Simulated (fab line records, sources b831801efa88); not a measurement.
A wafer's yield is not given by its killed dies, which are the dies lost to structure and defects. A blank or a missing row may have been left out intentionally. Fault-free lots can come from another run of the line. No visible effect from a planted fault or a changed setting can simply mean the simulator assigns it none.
Matching of chambers    flow gf180mcu    GF_V1_ETCH_16 on rieDiel-03 has 4 sister chambers
The step etches BARC in N2/H2. 14 wafers are shown with their chamber, then 6 later ones without.

## WAFERS, EACH WITH ITS CHAMBER
wafer   chamber  oesProductAu (a.u.)  throttleValvePct (%)
L816.1  3        0.857                13.221
L816.2  0        0.854                13.229
L816.4  2        0.852                13.202
L818.1  2        0.855                13.225
L818.3  0        0.847                13.225
L818.6  0        0.852                13.233
L824.2  3        0.858                13.236
L824.3  2        0.853                13.229
L824.4  1        0.851                13.223
L827.1  3        0.858                13.230
L827.4  0        0.848                13.224
L830.2  1        0.856                13.214
L830.3  2        0.851                13.217
L830.5  2        0.852                13.231

SIGNATURES, as means of the wafers listed above
reading           chamber 0  chamber 1  chamber 2  chamber 3  scatter within a chamber
oesProductAu      0.85025    0.85350    0.85260    0.85767    0.00235
throttleValvePct  13.22775   13.21850   13.22080   13.22900   0.00873
Rule: for each reading, subtract the chamber's mean from the wafer's reading, divide by that reading's scatter and square the result; add these up over the readings and take the root, which gives the wafer's distance from the chamber. If the next closest chamber is less than 2 further off than the closest, the wafer can't be placed; otherwise it belongs to the closest. How the scatter is found: for the shown wafers, subtract from each reading the mean of its chamber, square and add these, divide the total by (wafers less chambers), then take the root.

## WAFERS WITH NO CHAMBER GIVEN
wafer   oesProductAu (a.u.)  throttleValvePct (%)
L831.1  0.853                13.228
L831.2  0.858                13.226
L831.3  0.864                13.215
L835.1  0.852                13.237
L835.4  0.846                13.219
L835.5  0.857                13.229

## CHAMBER TAKEN BY EACH
wafer   from the rows above                in truth
L831.1  can't be placed: 2 or 1 or 0 or 3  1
L831.2  can't be placed: 3 or 1            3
L831.3  can't be placed: 3 or 1 or 2       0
L835.1  can't be placed: 0 or 2 or 1 or 3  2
L835.4  can't be placed: 0 or 2 or 1       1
L835.5  can't be placed: 3 or 1 or 2       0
Placed correctly: 0 of 6. From these rows, 6 cannot be placed; in 4 the true chamber is one of the candidates. Placed wrongly: 0.
